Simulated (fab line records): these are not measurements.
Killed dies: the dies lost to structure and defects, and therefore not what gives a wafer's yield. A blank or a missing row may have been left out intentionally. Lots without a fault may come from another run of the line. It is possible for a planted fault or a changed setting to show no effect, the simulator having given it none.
Which tool was responsible? :: flow sfq_line :: 15 lots with 45 wafers sampled at 2 steps, on a route of 325 steps

WHAT THE GAUGES READ, wafer by wafer
SFQ_M0_RS_MEAS_904: measures by four-point-probe. Usual: for M0_NB_RS the level is 0.889 ohm/sq and the standard deviation is 0.012.
lot: L823
measured: day 6 22:50
on: film_metro-02
M0_NB_RS (ohm/sq): 0.884 0.888 0.896
flag: 

lot: L824
measured: day 7 10:16
on: film_metro-02
M0_NB_RS (ohm/sq): 0.863 0.878 0.870
flag: 

lot: L825
measured: day 7 14:13
on: film_metro-01
M0_NB_RS (ohm/sq): 0.899 0.884 0.885
flag: 

lot: L826
measured: day 8 07:14
on: film_metro-02
M0_NB_RS (ohm/sq): 0.893 0.868 0.897
flag: 

lot: L828
measured: day 8 23:04
on: film_metro-03
M0_NB_RS (ohm/sq): 0.914 0.911 0.896
flag: 

lot: L829
measured: day 9 02:40
on: film_metro-02
M0_NB_RS (ohm/sq): 0.895 0.882 0.893
flag: 

lot: L832
measured: day 9 14:28
on: film_metro-01
M0_NB_RS (ohm/sq): - - -
flag: OFF

lot: L833
measured: day 9 19:17
on: film_metro-03
M0_NB_RS (ohm/sq): - - -
flag: OFF

lot: L834
measured: day 10 00:41
on: film_metro-03
M0_NB_RS (ohm/sq): - - -
flag: OFF

lot: L839
measured: day 12 08:13
on: film_metro-02
M0_NB_RS (ohm/sq): 0.885 0.877 0.881
flag: 

lot: L842
measured: day 13 10:27
on: film_metro-02
M0_NB_RS (ohm/sq): 0.888 0.892 0.880
flag: 

lot: L843
measured: day 13 22:25
on: film_metro-01
M0_NB_RS (ohm/sq): 0.888 0.881 0.890
flag: 

lot: L844
measured: day 14 10:08
on: film_metro-03
M0_NB_RS (ohm/sq): 0.884 0.870 0.869
flag: 

lot: L845
measured: day 14 14:57
on: film_metro-03
M0_NB_RS (ohm/sq): 0.885 0.876 0.876
flag: 

lot: L846
measured: day 14 22:09
on: film_metro-02
M0_NB_RS (ohm/sq): 0.879 0.871 0.878
flag: 

TOOL THAT RAN EACH LOT (tool first, then ch and the chambers of the sampled wafers, then the start)
lot: L823
SFQ_TRILAYER_M0_DEP_SPUTTER_019: pvd_sputter-04, day 6 22:45

lot: L824
SFQ_TRILAYER_M0_DEP_SPUTTER_019: pvd_sputter-05, day 7 10:09

lot: L825
SFQ_TRILAYER_M0_DEP_SPUTTER_019: pvd_sputter-06, day 7 14:08

lot: L826
SFQ_TRILAYER_M0_DEP_SPUTTER_019: pvd_sputter-05, day 8 07:08

lot: L828
SFQ_TRILAYER_M0_DEP_SPUTTER_019: pvd_sputter-06, day 8 22:58

lot: L829
SFQ_TRILAYER_M0_DEP_SPUTTER_019: pvd_sputter-06, day 9 02:34

lot: L832
SFQ_TRILAYER_M0_DEP_SPUTTER_019: pvd_sputter-06, day 9 14:23

lot: L833
SFQ_TRILAYER_M0_DEP_SPUTTER_019: pvd_sputter-05, day 9 19:11

lot: L834
SFQ_TRILAYER_M0_DEP_SPUTTER_019: pvd_sputter-06, day 10 00:35

lot: L839
SFQ_TRILAYER_M0_DEP_SPUTTER_019: pvd_sputter-05, day 12 08:05

lot: L842
SFQ_TRILAYER_M0_DEP_SPUTTER_019: pvd_sputter-04, day 13 10:19

lot: L843
SFQ_TRILAYER_M0_DEP_SPUTTER_019: pvd_sputter-04, day 13 22:19

lot: L844
SFQ_TRILAYER_M0_DEP_SPUTTER_019: pvd_sputter-05, day 14 10:02

lot: L845
SFQ_TRILAYER_M0_DEP_SPUTTER_019: pvd_sputter-05, day 14 14:50

lot: L846
SFQ_TRILAYER_M0_DEP_SPUTTER_019: pvd_sputter-05, day 14 22:02
- SFQ_TRILAYER_M0_DEP_SPUTTER_019: material Nb, target thk 200 nm, time 133.3 s.

AS READ BY THE TOOLS THEMSELVES (means over the sampled wafers that have a number; for cases with no such wafer, the mark the record gives instead)
SFQ_TRILAYER_M0_DEP_SPUTTER_019. Usual: base_pressure_pa 1.32e-06 Pa, standard deviation 7.5e-08; cathode_dc_power_W 2000.0 W, standard deviation 0.37; throttle_valve_pct 29.3 %, standard deviation 0.96.
lot: L823
tool: pvd_sputter-04
base_pressure_pa (Pa): 1.33e-06
cathode_dc_power_W (W): 2000.0
throttle_valve_pct (%): 29.6
flag: 

lot: L824
tool: pvd_sputter-05
base_pressure_pa (Pa): 1.37e-06
cathode_dc_power_W (W): 1999.7
throttle_valve_pct (%): 29.5
flag: 

lot: L825
tool: pvd_sputter-06
base_pressure_pa (Pa): 1.26e-06
cathode_dc_power_W (W): 2000.2
throttle_valve_pct (%): 29.8
flag: 

lot: L826
tool: pvd_sputter-05
base_pressure_pa (Pa): 1.41e-06
cathode_dc_power_W (W): 2000.0
throttle_valve_pct (%): 29.7
flag: 

lot: L828
tool: pvd_sputter-06
base_pressure_pa (Pa): 1.26e-06
cathode_dc_power_W (W): 1999.8
throttle_valve_pct (%): 28.9
flag: 

lot: L829
tool: pvd_sputter-06
base_pressure_pa (Pa): 1.29e-06
cathode_dc_power_W (W): 2000.2
throttle_valve_pct (%): 29.8
flag: 

lot: L832
tool: pvd_sputter-06
base_pressure_pa (Pa): -
cathode_dc_power_W (W): -
throttle_valve_pct (%): -
flag: OFF

lot: L833
tool: pvd_sputter-05
base_pressure_pa (Pa): -
cathode_dc_power_W (W): -
throttle_valve_pct (%): -
flag: OFF

lot: L834
tool: pvd_sputter-06
base_pressure_pa (Pa): -
cathode_dc_power_W (W): -
throttle_valve_pct (%): -
flag: OFF

lot: L839
tool: pvd_sputter-05
base_pressure_pa (Pa): 1.29e-06
cathode_dc_power_W (W): 1999.9
throttle_valve_pct (%): 28.6
flag: 

lot: L842
tool: pvd_sputter-04
base_pressure_pa (Pa): 1.36e-06
cathode_dc_power_W (W): 2000.0
throttle_valve_pct (%): 29.6
flag: 

lot: L843
tool: pvd_sputter-04
base_pressure_pa (Pa): 1.31e-06
cathode_dc_power_W (W): 1999.6
throttle_valve_pct (%): 29.5
flag: 

lot: L844
tool: pvd_sputter-05
base_pressure_pa (Pa): 1.34e-06
cathode_dc_power_W (W): 2000.1
throttle_valve_pct (%): 29.0
flag: 

lot: L845
tool: pvd_sputter-05
base_pressure_pa (Pa): 1.32e-06
cathode_dc_power_W (W): 1999.8
throttle_valve_pct (%): 29.3
flag: 

lot: L846
tool: pvd_sputter-05
base_pressure_pa (Pa): 1.17e-06
cathode_dc_power_W (W): 2000.1
throttle_valve_pct (%): 29.1
flag: 

THE ANSWER, worked out from the rows above alone
Rule: take the mean of a lot's wafers that have a number; if it is more than 3 standard deviations from the usual mean, the lot is off. Also off: a lot with no number at a reading for which 4 or more lots have one. Where the step has rows for the other lots, those lots are counted as sound. First the gauges in route order, then the tools' own readings, where a lot's mean is used as printed above. At the first step where some lot is off, the reading lying furthest off is the one used; lots without a number count as furthest.
Off: at SFQ_M0_RS_MEAS_904 (M0_NB_RS), L832, L833, L834. Without a number there: L832, L833, L834.
If a tool, at a process step before that reading, ran all the lots that are off and no sound lot after the first of them, it fits. Not tried: the gauges at SFQ_M0_RS_MEAS_904; whatever is off there is also off at SFQ_TRILAYER_M0_DEP_SPUTTER_019, on other tools, and gauge error can't account for it. Not one of the candidates tried fits.

WHAT THE SIMULATOR HAD INSERTED
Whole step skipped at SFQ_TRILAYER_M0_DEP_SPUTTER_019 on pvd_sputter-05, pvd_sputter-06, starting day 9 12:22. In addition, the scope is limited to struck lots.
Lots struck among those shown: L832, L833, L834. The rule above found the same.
